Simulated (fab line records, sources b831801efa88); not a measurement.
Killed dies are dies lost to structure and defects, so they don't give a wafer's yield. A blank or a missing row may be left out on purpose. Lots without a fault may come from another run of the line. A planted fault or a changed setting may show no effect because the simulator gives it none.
Problem report in the 8D (eight disciplines) form, filled by code | flow sky130 | the parts of the form that need people (team, actions taken, sign-off) are left out

1. THE PROBLEM
PASSIVATION_CVD_00_THK at SKY_PASSIVATION_THK_MEAS_01 reads a mean of 116.0 nm on 4 wafers of 3 lots; wafers without a fault read 90.1 nm with a standard deviation of 1.2. That is +22 standard deviations from the usual mean.
First seen on wafer L988.3, day 45 21:04, on film_metro-03. The record holds 36 wafers of 12 lots with a number at this step. Rule for "out", or "out of limits": more than 4 standard deviations from the usual mean. The other wafers with a number count as sound.

2. WHAT IT IS AND WHAT IT IS NOT
question                    | is                             | is not
which readings at this step | PASSIVATION_CVD_00_THK         | -
which lots                  | L988, L991, L992               | L101, L102, L104, L105, L984, L985, L987, L998, L999
which wafers of those lots  | L988.3, L991.2, L992.1, L992.2 | L988.4, L988.5, L991.5, L991.6, L992.4
read on which gauges        | film_metro-03, film_metro-04   | film_metro-02
when                        | from day 45 21:04              | up to then (11 sound wafers); but 21 sound wafers of L101, L102, L104, L105, L991, L992, L998, L999 came after

3. SUSPECTS, AND WHAT RULES EACH OUT
Counting: a tool at a process step up to the reading stays a suspect if it ran every lot that is out. Sound lots after the first of them don't rule it out here, since some wafers of a struck lot are sound.
- the gauge at SKY_PASSIVATION_THK_MEAS_01: ruled out. The wafers that are out were read on 2 gauges (film_metro-03, film_metro-04).
- pecvd-01 at SKY_PASSIVATION_CVD_00 (deposits SiO2, target thk 90 nm): kept. It ran every lot that is out, first L988 (day 45 20:56); its last sound lot up to then is L985 (day 45 11:44).
Left after counting: pecvd-01 at SKY_PASSIVATION_CVD_00.

4. THE CAUSE (what the simulator had put in)
Process parameter drift: pecvd-01, from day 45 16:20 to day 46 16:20, at SKY_PASSIVATION_CVD_00. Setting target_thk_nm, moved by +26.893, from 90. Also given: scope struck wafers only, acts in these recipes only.
Counting left only this tool.

5. THE CHAIN OF EFFECTS, in route order
Each row: a reading whose mean over the struck wafers that have a number lies more than 3 standard deviations from the usual. Only readings for which the record gives a usual standard deviation are gone through. hours: the time from each lot's start at the first step in this table that gives one to its start at this step, as a median over the lots. sigmas: the change in usual standard deviations.
hours | step                        | reading                | usual   | on struck wafers | change | sigmas
0     | SKY_PASSIVATION_THK_MEAS_01 | PASSIVATION_CVD_00_THK | 90.1 nm | 116.0            | +25.9  | +22

6. WHAT WOULD HAVE CAUGHT IT SOONER
In this record the first reading out of limits at a measuring or inspecting step was taken at day 45 21:04, 5 hours after the fault began at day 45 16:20.
Of the tool readings at SKY_PASSIVATION_CVD_00 for which the record gives a usual standard deviation, none was out on any struck wafer, so an alarm limit of 4 standard deviations on them would not have fired.
Of the lots that are out (3), L991, L992 began SKY_PASSIVATION_CVD_00 on pecvd-01 after day 45 21:04. A hold on the tool at that time would have spared those 2.
